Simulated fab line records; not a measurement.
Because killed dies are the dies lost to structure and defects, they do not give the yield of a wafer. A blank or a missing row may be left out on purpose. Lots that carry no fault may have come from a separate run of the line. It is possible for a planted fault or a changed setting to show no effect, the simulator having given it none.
Matching of chambers / flow sky130 / 4 sister chambers for SKY_VIA2_CMP_24 on cmp-02
The step polishes, stops on SiO2, t overpolish 20 s, target thk 0 nm. 14 wafers are shown with their chamber, then 7 later ones without.

## EACH WAFER AND ITS CHAMBER
wafer=L760.1; chamber=3; motor-current-A (A)=8.9; time-to-endpoint-s (s)=109; platen-rpm (rpm)=60.05
wafer=L760.3; chamber=1; motor-current-A (A)=10.4; time-to-endpoint-s (s)=102; platen-rpm (rpm)=59.96
wafer=L760.5; chamber=1; motor-current-A (A)=10.3; time-to-endpoint-s (s)=102; platen-rpm (rpm)=59.95
wafer=L761.1; chamber=1; motor-current-A (A)=10.3; time-to-endpoint-s (s)=101; platen-rpm (rpm)=60.05
wafer=L761.4; chamber=3; motor-current-A (A)=9.0; time-to-endpoint-s (s)=107; platen-rpm (rpm)=60.01
wafer=L761.6; chamber=2; motor-current-A (A)=10.3; time-to-endpoint-s (s)=106; platen-rpm (rpm)=59.99
wafer=L768.1; chamber=1; motor-current-A (A)=9.9; time-to-endpoint-s (s)=103; platen-rpm (rpm)=60.02
wafer=L768.3; chamber=0; motor-current-A (A)=12.2; time-to-endpoint-s (s)=94; platen-rpm (rpm)=60.13
wafer=L768.6; chamber=3; motor-current-A (A)=9.0; time-to-endpoint-s (s)=106; platen-rpm (rpm)=60.04
wafer=L771.2; chamber=1; motor-current-A (A)=9.6; time-to-endpoint-s (s)=99; platen-rpm (rpm)=60.03
wafer=L771.3; chamber=3; motor-current-A (A)=9.1; time-to-endpoint-s (s)=107; platen-rpm (rpm)=59.96
wafer=L771.5; chamber=3; motor-current-A (A)=9.1; time-to-endpoint-s (s)=108; platen-rpm (rpm)=59.97
wafer=L774.1; chamber=2; motor-current-A (A)=9.7; time-to-endpoint-s (s)=99; platen-rpm (rpm)=60.05
wafer=L774.4; chamber=1; motor-current-A (A)=10.8; time-to-endpoint-s (s)=99; platen-rpm (rpm)=60.06

SIGNATURES (averages over the wafers above)
reading=motor-current-A; chamber 0=12.200; chamber 1=10.217; chamber 2=10.000; chamber 3=9.020; scatter within a chamber=0.328
reading=time-to-endpoint-s; chamber 0=94.00; chamber 1=101.00; chamber 2=102.50; chamber 3=107.40; scatter within a chamber=2.09
reading=platen-rpm; chamber 0=60.1300; chamber 1=60.0117; chamber 2=60.0200; chamber 3=60.0060; scatter within a chamber=0.0436
Rule: for each reading, subtract the chamber's mean from the wafer's reading, divide by that reading's scatter and square the result; add these up over the readings and take the root, which gives the wafer's distance from the chamber. If the next closest chamber is less than 2 further off than the closest, the wafer can't be placed; otherwise it belongs to the closest. The scatter: take each reading less its chamber's mean, square it, sum over the shown wafers, divide by the number of wafers less the number of chambers, and take the root.

## WAFERS MISSING THEIR CHAMBER
wafer=L774.6; motor-current-A (A)=9.4; time-to-endpoint-s (s)=105; platen-rpm (rpm)=60.02
wafer=L777.1; motor-current-A (A)=9.7; time-to-endpoint-s (s)=102; platen-rpm (rpm)=60.07
wafer=L777.2; motor-current-A (A)=9.1; time-to-endpoint-s (s)=103; platen-rpm (rpm)=60.03
wafer=L777.6; motor-current-A (A)=10.5; time-to-endpoint-s (s)=95; platen-rpm (rpm)=59.99
wafer=L778.1; motor-current-A (A)=10.5; time-to-endpoint-s (s)=101; platen-rpm (rpm)=59.99
wafer=L778.3; motor-current-A (A)=9.7; time-to-endpoint-s (s)=102; platen-rpm (rpm)=60.01
wafer=L778.5; motor-current-A (A)=12.3; time-to-endpoint-s (s)=95; platen-rpm (rpm)=59.90

## CHAMBER TAKEN BY EACH
wafer=L774.6; from the rows above=can't be placed: 3 or 2 or 1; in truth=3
wafer=L777.1; from the rows above=can't be placed: 2 or 1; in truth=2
wafer=L777.2; from the rows above=can't be placed: 3 or 2 or 1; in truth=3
wafer=L777.6; from the rows above=can't be placed: 1 or 2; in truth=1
wafer=L778.1; from the rows above=can't be placed: 1 or 2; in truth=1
wafer=L778.3; from the rows above=can't be placed: 2 or 1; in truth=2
wafer=L778.5; from the rows above=0; in truth=0
Correctly placed: 1 of 7. Unplaceable from these rows: 6, with the true chamber sitting among the candidates in 6. Placed wrongly: 0.
